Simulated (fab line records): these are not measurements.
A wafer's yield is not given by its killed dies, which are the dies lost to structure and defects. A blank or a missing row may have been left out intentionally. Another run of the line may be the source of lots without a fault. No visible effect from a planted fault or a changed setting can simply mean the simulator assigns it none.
What tool caused it? | flow sky130 | 14 lots, 42 wafers sampled, at 3 steps of a route of 708

== WHAT THE GAUGES READ, wafer by wafer ==
SKY_VT_ADJUST_HVTP_TW_MEAS_11.
lot  | measured     | on           | VT_ADJUST_HVTP_TW
L452 | day 6 09:43  | filmMetro-04 | 1359 1354 1355
L453 | day 6 10:00  | filmMetro-03 | 1352 1356 1349
L454 | day 6 17:34  | filmMetro-03 | 1349 1353 1345
L456 | day 7 19:38  | filmMetro-04 | 1357 1353 1356
L457 | day 7 20:58  | filmMetro-04 | 1350 1351 1346
L455 | day 7 21:08  | filmMetro-04 | 1353 1357 1352
L461 | day 8 14:28  | filmMetro-04 | 1355 1358 1349
L465 | day 9 18:09  | filmMetro-03 | 1347 1347 1348
L466 | day 10 00:13 | filmMetro-03 | 1334 1340 1335
L467 | day 10 07:01 | filmMetro-01 | 1369 1373 1370
L469 | day 10 20:34 | filmMetro-01 | 1367 1370 1375
L471 | day 11 09:17 | filmMetro-04 | 1359 1354 1353
L472 | day 11 17:57 | filmMetro-03 | 1345 1356 1353
L473 | day 11 21:15 | filmMetro-04 | 1355 1355 1359

SKY_VT_ADJUST_NCORE_OVL_MEAS_08.
lot  | measured     | on         | VT_ADJUST_NCORE_OVL (nm)
L452 | day 8 22:41  | overlay-01 | -3.7 0.2 -2.8
L453 | day 8 22:59  | overlay-02 | 1.0 -1.0 -0.4
L454 | day 9 07:14  | overlay-02 | -1.9 -1.2 -0.7
L456 | day 10 12:13 | overlay-02 | -0.5 0.3 -0.2
L457 | day 10 13:02 | overlay-02 | 0.2 0.9 -0.6
L455 | day 10 13:18 | overlay-02 | -3.1 -3.2 -1.4
L461 | day 11 08:59 | overlay-01 | 1.7 0.3 -0.7
L465 | day 12 14:48 | overlay-01 | 1.9 1.1 1.7
L466 | day 12 23:01 | overlay-01 | 2.8 0.1 2.7
L467 | day 13 06:17 | overlay-02 | -1.6 -0.9 -0.4
L469 | day 13 21:37 | overlay-02 | 0.9 1.2 0.8
L471 | day 14 12:17 | overlay-01 | 1.4 0.0 1.0
L472 | day 14 21:53 | overlay-01 | -0.2 1.4 -0.7
L473 | day 15 02:49 | overlay-01 | 0.7 1.1 -0.4

SKY_SONOS_TUNNEL_CD_MEAS_07: the cd target is 410 nm.
lot  | measured     | on       | cdNm (nm)
L452 | day 11 17:57 | cdSem-01 | 411.7 414.6 412.8
L453 | day 11 18:05 | cdSem-02 | 412.1 410.6 411.5
L454 | day 12 04:55 | cdSem-01 | 410.2 409.6 412.2
L456 | day 13 13:12 | cdSem-01 | 406.3 406.9 408.7
L457 | day 13 15:03 | cdSem-02 | 414.0 409.8 411.6
L455 | day 13 15:08 | cdSem-01 | 410.8 407.0 408.8
L461 | day 14 11:52 | cdSem-02 | 411.6 413.5 409.0
L465 | day 15 22:41 | cdSem-01 | 412.3 410.6 411.2
L466 | day 16 08:01 | cdSem-02 | 410.6 408.2 411.2
L467 | day 16 15:17 | cdSem-02 | 406.5 409.7 410.5
L469 | day 17 08:22 | cdSem-02 | 412.8 413.2 410.5
L471 | day 17 23:34 | cdSem-02 | 409.4 411.4 409.2
L472 | day 18 11:34 | cdSem-01 | 404.8 409.5 406.5
L473 | day 18 16:39 | cdSem-01 | 410.1 408.2 410.4

== EACH LOT AND THE TOOL THAT RAN IT (in order: tool; ch and the chambers of the sampled wafers; start) ==
Record: no process step prior to these readings.

== AS READ BY THE TOOLS THEMSELVES (means over the sampled wafers that have a number; for cases with no such wafer, the mark the record gives instead) ==
The record holds no such reading with a usual standard deviation.

== THE ANSWER, worked out from the rows above alone ==
Rule: what is usual is taken from the lots themselves. Put in order of their means at a reading, lots are off if they are a third of the lots or fewer, leave a main group of 4 or more, and stand apart from it by a gap of 3 or more times the standard deviation of the main group's means; of several such gaps the widest counts. A main group is skipped when, at the precision printed for the reading in the tables above, its means are all equal. A lot without any number at a reading at which 4 lots or more have one is off too. Any other lot the step has rows for is counted as sound. Order of review: gauges by route order, followed by the tools' own readings, for which a lot's mean as printed above is used. At the first step where some lot is off, the reading lying furthest off is the one used; lots without a number count as furthest.
None of the lots is off at any reading shown; this tells nothing.

== WHAT WAS PUT IN BY THE SIMULATOR ==
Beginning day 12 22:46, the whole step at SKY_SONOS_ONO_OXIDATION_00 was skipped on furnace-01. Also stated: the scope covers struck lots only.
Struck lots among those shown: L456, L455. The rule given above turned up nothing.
